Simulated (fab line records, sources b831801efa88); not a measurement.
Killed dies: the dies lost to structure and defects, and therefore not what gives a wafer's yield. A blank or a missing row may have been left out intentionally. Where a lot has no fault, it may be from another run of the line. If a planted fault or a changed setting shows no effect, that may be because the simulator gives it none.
Which of the tools did it? + flow sky130 + 6 lots, 18 wafers sampled, at 3 steps of a route of 708

WHAT THE GAUGES READ, wafer by wafer
SKY_VT_ADJUST_HVTP_TW_MEAS_11.
| lot  | measured     | on            | VT_ADJUST_HVTP_TW |
|------|--------------|---------------|-------------------|
| L877 | day 6 14:37  | film metro-04 | 1368 1374 1372    |
| L881 | day 7 13:10  | film metro-01 | 1344 1337 1344    |
| L883 | day 8 00:11  | film metro-04 | 1371 1359 1363    |
| L885 | day 8 12:16  | film metro-01 | 1352 1346 1340    |
| L891 | day 10 03:49 | film metro-04 | 31 30 30          |
| L898 | day 11 22:53 | film metro-04 | 1370 1367 1371    |

EACH LOT AND THE TOOL THAT RAN IT (in order: tool; ch and the chambers of the sampled wafers; start)
| lot  | SKY_NWELL_STRIP_25                  | SKY_VT_ADJUST_HVTP_STRIP_10          |
|------|-------------------------------------|--------------------------------------|
| L877 | plasma asher-04 ch 0,1, day 5 19:17 | plasma asher-04 ch 0, day 6 14:31    |
| L881 | plasma asher-04 ch 0,1, day 6 16:14 | plasma asher-04 ch 1, day 7 13:04    |
| L883 | plasma asher-01 ch 0,1, day 7 03:05 | plasma asher-02 ch 0,1, day 8 00:04  |
| L885 | plasma asher-04 ch 0,1, day 7 15:14 | plasma asher-02 ch 0,1, day 8 12:10  |
| L891 | plasma asher-03 ch 0,1, day 9 04:08 | plasma asher-01 ch 0,1, day 10 03:43 |
| L898 | plasma asher-01 ch 1, day 10 21:02  | plasma asher-01 ch 0,1, day 11 22:46 |
- SKY_NWELL_STRIP_25: strips in O2/N2.
- SKY_VT_ADJUST_HVTP_STRIP_10: strips in O2/N2.

THE ANSWER, worked out from the rows above alone
Rule: the lots themselves supply what counts as usual. Put in order of their means at a reading, lots are off if they are a third of the lots or fewer, leave a main group of 4 or more, and stand apart from it by a gap of 3 or more times the standard deviation of the main group's means; of several such gaps the widest counts. A main group is skipped when, at the precision printed for the reading in the tables above, its means are all equal. Also off: a lot with no number at a reading for which 4 or more lots have one. Any other lot the step has rows for is counted as sound.
Off: L891, at SKY_VT_ADJUST_HVTP_TW_MEAS_11 (VT_ADJUST_HVTP_TW). Mean 1359 and standard deviation 12 in the main group.
A tool fits if, at a process step before that reading, it ran every lot that is off, and no sound lot after the first of them. Those tools and the gauges at SKY_VT_ADJUST_HVTP_TW_MEAS_11 are tried in the same way. One fits: plasma asher-03 at SKY_NWELL_STRIP_25. It ran no sound lot before its first lot that is off in this sample, so the start can't be narrowed down.

WHAT THE SIMULATOR HAD INSERTED
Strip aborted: plasma asher-03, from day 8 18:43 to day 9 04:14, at SKY_NWELL_STRIP_25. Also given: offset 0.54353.
Struck lots among those shown: L891. This agrees with what the rule above found.
